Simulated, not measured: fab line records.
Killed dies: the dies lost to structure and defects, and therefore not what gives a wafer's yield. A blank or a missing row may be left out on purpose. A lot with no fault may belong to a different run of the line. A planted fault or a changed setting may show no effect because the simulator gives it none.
Commonality check across tools -- flow sky130 -- Sample size 13 lots and 39 wafers

== REASON FOR OPENING ==
3 of 13 lots carry a flag on the reading VIA3_BOW at SKY_VIA3_BOW_MEAS_03. Wafers without a fault read 80 um, standard deviation 8.7.
Rule: a lot gets a flag if all its wafers with a number sit over 4 standard deviations from that mean, or if no wafer of it has a number. All remaining lots are regarded as sound.

lot,measured,on,"VIA3_BOW (um), wafer by wafer",flag
L143,day 39 02:47,filmMetro-03,84 80 74,
L144,day 39 20:38,filmMetro-01,85 79 73,
L148,day 40 23:30,filmMetro-01,69 75 72,
L149,day 41 06:38,filmMetro-02,61 77 74,
L150,day 41 16:05,filmMetro-02,64 59 62,
L152,day 41 18:41,filmMetro-02,75 71 88,
L159,day 43 21:58,filmMetro-01,80 87 77,
L158,day 44 02:31,filmMetro-02,149 130 133,FLAGGED
L160,day 44 03:49,filmMetro-03,150 141 141,FLAGGED
L161,day 44 10:50,filmMetro-01,155 124 141,FLAGGED
L162,day 44 14:57,filmMetro-03,85 83 86,
L163,day 44 16:18,filmMetro-02,92 101 101,
L164,day 45 00:12,filmMetro-02,85 77 83,
Average over the flagged lots: 140 um; offset from the usual +60 um, equal to +7 standard deviations.

== WHICH TOOL RAN EACH LOT ==
The record keeps 1 process step preceding the reading, out of 708 steps on the route. Every cell lists first the tool, next ch and the chambers used by the sampled wafers, and last the start.
lot,flag,SKY_VIA3_CMP_02
L143,,"cmp-01 ch 1,2, day 39 02:29"
L144,,"cmp-01 ch 0,1,3, day 39 20:19"
L148,,"cmp-01 ch 2,3, day 40 23:11"
L149,,"cmp-02 ch 0,1,3, day 41 06:20"
L150,,"cmp-01 ch 0,2,3, day 41 15:53"
L152,,"cmp-01 ch 0,3, day 41 18:25"
L159,,"cmp-02 ch 0,2, day 43 21:38"
L158,FLAGGED,"cmp-02 ch 1,2,3, day 44 02:20"
L160,FLAGGED,"cmp-01 ch 0,2, day 44 03:34"
L161,FLAGGED,"cmp-02 ch 0,3, day 44 10:32"
L162,,"cmp-01 ch 0,1,3, day 44 14:38"
L163,,"cmp-01 ch 0,1,3, day 44 16:00"
L164,,"cmp-02 ch 0,2,3, day 44 23:57"
What is done by these steps:
- SKY_VIA3_CMP_02: polishes SiO2.
- SKY_VIA3_BOW_MEAS_03

== FLAGGED AGAINST TOTAL, ONE TOOL AT A TIME (gauges that did the reading follow at the end) ==
step,tool,lots run,flagged,share of the flagged lots,sound lots run after its first flagged lot
SKY_VIA3_CMP_02,cmp-01,8,1,some,"2 (L162,L163)"
SKY_VIA3_CMP_02,cmp-02,5,2,some,1 (L164)
SKY_VIA3_BOW_MEAS_03,filmMetro-01,4,1,some,0
SKY_VIA3_BOW_MEAS_03,filmMetro-02,6,1,some,"2 (L163,L164)"
SKY_VIA3_BOW_MEAS_03,filmMetro-03,3,1,some,1 (L162)

== THE TABLE: WHAT IT ALLOWS ==
No row of the table ran every flagged lot.

== WHAT THE SIMULATOR HAD INSERTED ==
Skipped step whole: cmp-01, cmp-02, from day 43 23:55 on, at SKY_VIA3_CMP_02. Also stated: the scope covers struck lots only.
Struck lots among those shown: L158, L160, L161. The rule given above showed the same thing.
